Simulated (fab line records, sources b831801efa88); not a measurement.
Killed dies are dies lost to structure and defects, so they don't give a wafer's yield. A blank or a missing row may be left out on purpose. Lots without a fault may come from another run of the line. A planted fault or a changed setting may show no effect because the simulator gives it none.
fab line records | flow sky130
record lots=6 wafers=18 last_day=50
route steps=708 shown SONOS_ONO@184 GATE_OXIDE@187 PAD_OPEN@708
lots that met no fault: from a run of the same line without faults
start_h: hours from the record's first day to the start of the lot's first wafer shown | wait_h: hours since the lot's step before | " the same as in the row above | L1.1+2: a row that stands for several wafers | - no value, or no start given | * or withheld: withheld | < > ~ a bound
route shown NAME@n: a module of which the file shows steps, and the number in the route of the first | usual: mean/standard deviation of fault-free wafers | same: alike in all rows | chamber/n: place in a boat | sites: the reading at each site | _std_site: their standard deviation | _edge_site: outer sites' mean less inner sites' | radius_mm: how far each site lies from the wafer's centre | mask NAME#n: copy n | behind: the tool/chamber that last shaped the wafer | hold: why the lot was held/for how many hours/how that ended | device: the transistor (n, p or np) that didn't switch | end of line: the same wafers' tests at the end of the route | a step without rows: its recipe alone | killed: dies lost to structure and defects at the first sort, not the wafer's yield | map: a wafer's dies, x killed, . not, _ none there
set.NAME: the setting as run; set.NAME@STEP: as run at that earlier step | model.NAME: the simulator's own value behind a step, which no gauge read
lots at some steps of the route; a table a step, a row a wafer
services: from which hour (start_h, from the record's first day; less than 0 if before it) a tool's chamber was out of use, for how many hours, and why
## steps
# step SKY_SONOS_ONO_WET_ETCH_16
# recipe chemistry=dHF target_depth_nm=14 dry=n2_spin target=SiO2 dilution=100:1 temp_c=25 time_s=280
# step SKY_SONOS_ONO_STRIP_17
# recipe chemistry=O2/N2 power_w=1400 pressure_mtorr=1500 platen_temp_c=withheld o2_flow_sccm=3000 n2_flow_sccm=300 overash_fraction=0.5
# usual drypump_motor_current_A=5.8/0.34 oes_product_au=0.710/0.0048 strip_time_to_endpoint_s=14.11/0.046
# columns lot.wafer tool chamber start_h wait_h drypump_motor_current_A oes_product_au rf_hours_counter_h strip_time_to_endpoint_s
L605.1 plasma_asher-03 0 339.99 0.0 5.7 0.701 67 14.09
L605.2 " 1 " " 5.9 0.706 67 14.10
L605.6 " 0 " " 5.7 0.717 - 14.09
L609.1 plasma_asher-03 1 370.04 0.0 5.9 0.713 70 14.08
L609.4 " 0 " " 5.6 0.708 - 14.05
L609.5 " 1 " " 5.9 0.711 - 14.04
L612.1 plasma_asher-03 1 399.62 0.0 5.9 0.715 73 14.05
L612.3 " 1 " " 5.9 0.709 - 14.10
L612.5 " 0 " " 5.7 0.712 - 14.08
L617.2 plasma_asher-03 0 440.21 0.0 5.7 0.710 1 14.15
L617.3 " 0 " " 5.7 0.710 - 14.08
L617.6 " 0 " " 5.7 0.710 - 14.16
L619.1 plasma_asher-03 1 459.98 0.0 5.9 0.715 3 14.08
L619.2 " 0 " " 5.7 0.710 3 14.07
L619.3 " 1 " " 5.9 0.705 - 14.02
L621.3 plasma_asher-03 0 473.79 0.0 5.7 0.710 - 14.09
L621.4 " 1 " " 5.9 0.710 - 14.08
L621.5 " 1 " " 5.9 0.708 - 14.10
# step SKY_SONOS_ONO_WET_ETCH_18
# recipe chemistry=H3PO4 target_depth_nm=15 target=Si3N4 temp_c=160 time_s=172
# step SKY_GATE_OXIDE_CLEAN_00
# recipe chemistry=SC1/SC2 mix=1:4:20 temp_c=70 time_s=150 dry=n2_spin
# step SKY_GATE_OXIDE_OXIDATION_01
# recipe temp_c=900 ambient=O2 stabilise_s=600 purge_s=300 target_thk_a=102.68 ox_time_s=1473
# step SKY_GATE_OXIDE_THK_MEAS_02
# recipe reads=SiO2_of_GATE_OXIDE_OXIDATION_01
# usual GATE_OXIDE_OXIDATION_00_THK=10.20/0.19
# columns lot.wafer tool chamber start_h wait_h GATE_OXIDE_OXIDATION_00_THK[nm]
L605.1 film_metro-01 - 342.77 0.0 9.91
L605.2 " - " " 9.95
L605.6 " - " " 9.87
L609.1 film_metro-01 - 372.44 0.0 10.14
L609.4 " - " " 10.02
L609.5 " - " " 10.12
L612.1 film_metro-03 - 402.23 0.0 10.11
L612.3 " - " " 9.94
L612.5 " - " " 10.05
L617.2 film_metro-02 - 441.83 0.0 10.45
L617.3 " - " " 10.43
L617.6 " - " " 10.31
L619.1 film_metro-01 - 462.06 0.0 10.44
L619.2 " - " " 10.59
L619.3 " - " " 10.48
L621.3 film_metro-03 - 475.39 0.0 10.34
L621.4 " - " " 10.34
L621.5 " - " " 10.15
# step SKY_GATE_OXIDE_DEHYDRATE_03
# recipe temp_c=200 time_s=60
# step SKY_GATE_OXIDE_HMDS_04
# recipe prime_time_s=60 prime_temp_c=120
# step SKY_GATE_OXIDE_COAT_05
# recipe resist=NOVOLAK spin_rpm=3000 resist_thk_nm=1140
# step SKY_GATE_OXIDE_SOFTBAKE_06
# recipe temp_c=90 time_s=60 resist=NOVOLAK
# step SKY_GATE_OXIDE_EXPOSE_07
# recipe mask_id=LVOM na=0.6 source_shape=conventional sigma_outer=0.6 polarization=unpolarized target_cd_nm=600 dose_mj=170
# step SKY_GATE_OXIDE_PEB_08
# recipe temp_c=withheld time_s=* resist=NOVOLAK
# step SKY_GATE_OXIDE_DEVELOP_09
# recipe resist=NOVOLAK developer=TMAH develop_time_s=60 dev_temp_c=23
# usual developer_temp_C=23.02/0.1
# same develop_time_s=60
# columns lot.wafer tool chamber start_h wait_h developer_temp_C
L605.1 litho_track-04 0 370.49 0.1 23.03
L605.2 " 0 " " 23.13
L605.6 " 0 " " 23.03
L609.1 litho_track-01 0 400.83 0.1 23.04
L609.4 " 0 " " 23.06
L609.5 " 0 " " 22.97
L612.1 litho_track-04 0 431.39 0.1 22.00
L612.3 " 0 " " 21.99
L612.5 " 0 " " 21.88
L617.2 litho_track-04 0 472.46 0.1 22.24
L617.3 " 0 " " 22.13
L617.6 " 0 " " 22.34
L619.1 litho_track-01 0 492.53 0.1 23.04
L619.2 " 0 " " 23.03
L619.3 " 0 " " 23.08
L621.3 litho_track-02 0 506.17 0.1 23.06
L621.4 " 0 " " 22.98
L621.5 " 0 " " 23.12
# step SKY_GATE_OXIDE_OVL_MEAS_10
# usual GATE_OXIDE_OVL=-0.6/1.4
# columns lot.wafer tool chamber start_h wait_h GATE_OXIDE_OVL[nm]
L605.1 overlay-02 - 370.64 0.1 -1.0
L605.2 " - " " 0.2
L605.6 " - " " -0.6
L609.1 overlay-02 - 400.98 0.1 -0.2
L609.4 " - " " 0.4
L609.5 " - " " -0.6
L612.1 overlay-02 - 431.54 0.1 -2.1
L612.3 " - " " -1.6
L612.5 " - " " -0.5
L617.2 overlay-01 - 472.59 0.1 -0.7
L617.3 " - " " 0.5
L617.6 " - " " 0.4
L619.1 overlay-01 - 492.68 0.1 0.4
L619.2 " - " " 0.3
L619.3 " - " " 3.2
L621.3 overlay-02 - 506.28 0.1 -3.3
L621.4 " - " " -4.6
L621.5 " - " " -0.5
# step SKY_PAD_OPEN_PROBE_99
# usual killed_at_M0_to_M3=43/6.7 killed_at_M4_up=3.2/1.8 killed_at_contacts=24/4.8 killed_at_front_end=16/4.2 killed_at_other=0.3/0.56 killed_dies=86/8.5 killed_open=47/6.7 killed_short=39/6
# same gross_dies=492 killed_at_back_side=0
# columns lot.wafer tool chamber start_h wait_h killed_at_M0_to_M3 killed_at_M4_up killed_at_contacts killed_at_front_end killed_at_other killed_dies killed_open killed_short
L605.1 prober-02 - 1120.90 0.1 45 5 26 19 0 95 49 46
L605.2 prober-02 - 1120.95 0.1 45 2 21 14 0 82 46 36
L605.6 prober-02 - 1121.15 0.2 43 2 22 14 0 81 48 33
L609.1 prober-02 - 1138.45 0.1 38 4 33 18 0 93 56 36
L609.4 prober-02 - 1138.60 0.2 49 3 24 19 2 97 51 44
L609.5 prober-02 - 1138.65 0.2 41 3 36 15 0 95 60 35
L617.2 prober-02 - 1178.81 0.1 37 5 19 22 0 83 47 36
L617.3 prober-02 - 1178.86 0.2 43 1 23 21 0 88 44 44
L617.6 prober-02 - 1179.01 0.2 38 3 20 16 0 77 44 33
L619.1 prober-02 - 1192.92 0.1 49 4 23 20 0 96 53 43
L619.2 prober-02 - 1192.97 0.1 45 1 23 13 1 83 44 39
L619.3 prober-02 - 1193.02 0.2 50 2 21 22 0 95 50 45
# killed by level:class
L605.1 VIA1:geometric_particle:open=14 CONTACT:geometric_particle:open=8 LOCAL_INTERCONNECT:geometric_particle:short=7 SPACER:geometric_particle:short=6 LI_CONTACT:geometric_particle:open=6 VIA3:geometric_particle:open=6 FIELD_ISO:geometric_particle:open=5 POLY_GATE:geometric_particle:short=5
L605.2 VIA2:geometric_particle:open=12 VIA1:geometric_particle:open=10 CONTACT:geometric_particle:open=6 VIA3:geometric_particle:open=6 LI_CONTACT:geometric_particle:open=5 METAL1:geometric_particle:short=5 METAL3:geometric_particle:short=5 POLY_GATE:geometric_particle:short=4
L605.6 LI_CONTACT:geometric_particle:open=10 VIA1:geometric_particle:open=9 METAL2:geometric_particle:short=8 VIA3:geometric_particle:open=7 VIA2:geometric_particle:open=6 VIA1:geometric_particle:short=5 POLY_GATE:geometric_particle:open=5 METAL1:geometric_particle:short=5
L609.1 CONTACT:geometric_particle:open=16 LI_CONTACT:geometric_particle:open=9 VIA2:geometric_particle:open=8 POLY_GATE:geometric_particle:short=5 VIA1:geometric_particle:open=5 METAL1:geometric_particle:short=5 METAL2:geometric_particle:short=5 VIA3:geometric_particle:open=5
L609.4 VIA1:geometric_particle:open=15 METAL1:geometric_particle:short=10 CONTACT:geometric_particle:open=8 METAL2:geometric_particle:short=7 VIA2:geometric_particle:open=6 LI_CONTACT:geometric_particle:open=5 POLY_GATE:geometric_particle:short=5 FIELD_ISO:geometric_particle:open=4
L609.5 CONTACT:geometric_particle:open=15 LI_CONTACT:geometric_particle:open=11 VIA1:geometric_particle:open=8 POLY_GATE:geometric_particle:open=7 CONTACT:geometric_particle:short=7 METAL2:geometric_particle:short=7 VIA3:geometric_particle:open=7 METAL2:geometric_particle:open=4
L617.2 VIA1:geometric_particle:open=10 FIELD_ISO:geometric_particle:open=6 CONTACT:geometric_particle:open=6 POLY_GATE:geometric_particle:open=5 METAL1:geometric_particle:short=5 VIA2:geometric_particle:open=5 LI_CONTACT:geometric_particle:short=4 LI_CONTACT:geometric_particle:open=4
L617.3 CONTACT:geometric_particle:open=9 VIA3:geometric_particle:open=8 FIELD_ISO:geometric_particle:short=7 LI_CONTACT:geometric_particle:open=7 METAL2:geometric_particle:short=7 POLY_GATE:geometric_particle:short=5 VIA1:geometric_particle:open=5 VIA3:geometric_particle:short=5
L617.6 VIA1:geometric_particle:open=9 VIA3:geometric_particle:open=6 LI_CONTACT:geometric_particle:open=6 CONTACT:geometric_particle:open=6 VIA1:geometric_particle:short=6 FIELD_ISO:geometric_particle:short=5 FIELD_ISO:geometric_particle:open=5 METAL1:geometric_particle:short=5
L619.1 VIA1:geometric_particle:open=11 VIA1:geometric_particle:short=9 CONTACT:geometric_particle:open=9 POLY_GATE:geometric_particle:open=6 VIA3:geometric_particle:open=6 VIA3:geometric_particle:short=5 LOCAL_INTERCONNECT:geometric_particle:short=5 METAL1:geometric_particle:short=5
L619.2 VIA1:geometric_particle:open=12 CONTACT:geometric_particle:open=8 FIELD_ISO:geometric_particle:short=6 VIA3:geometric_particle:open=6 LI_CONTACT:geometric_particle:open=5 VIA1:geometric_particle:short=5 CONTACT:geometric_particle:short=4 METAL2:geometric_particle:short=4
L619.3 VIA3:geometric_particle:open=11 CONTACT:geometric_particle:open=9 VIA1:geometric_particle:open=7 FIELD_ISO:geometric_particle:open=6 POLY_GATE:geometric_particle:short=6 LOCAL_INTERCONNECT:geometric_particle:short=6 VIA1:geometric_particle:short=6 METAL2:geometric_particle:short=6
## services
# columns tool chamber start_h hours kind
litho_track-02 - 332.79 - consumable_replace:filter
plasma_asher-03 - 377.28 1.8 repair
plasma_asher-03 - 421.25 9.0 pm
plasma_asher-03 0 421.25 9.0 vent_cycle
plasma_asher-03 1 421.25 9.0 vent_cycle
plasma_asher-03 0 430.25 - clean
plasma_asher-03 1 430.25 - clean
litho_track-01 - 443.62 - consumable_replace:filter
plasma_asher-03 - 482.90 1.2 repair
plasma_asher-03 - 491.84 14.6 pm
## key
first_sign step=SKY_GATE_OXIDE_DEVELOP_09 reading=developer_temp_C direction=down sigmas=9.2 usual=* struck=*
effect none on later readings
met_at SKY_GATE_OXIDE_DEVELOP_09
struck_wafers L612.1,L612.3,L612.5,L617.2,L617.3,L617.6
tester_left_out L612,L617
onset_between 370.49 431.39
fault kind=process_parameter_drift tool=litho_track-04 chamber=- onset_h=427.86 steps=SKY_GATE_OXIDE_DEVELOP_09 channel=dev_temp_c offset=* shape=step end_h=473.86 acts_in=* stated=*
# tester_left_out: of these lots the tester's yield and bins aren't shown, on N5 and GAA mostly nor the transistor test; their killed dies are dies lost to structure and defects alone, not to doping, threshold or leakage, so they don't give the yield
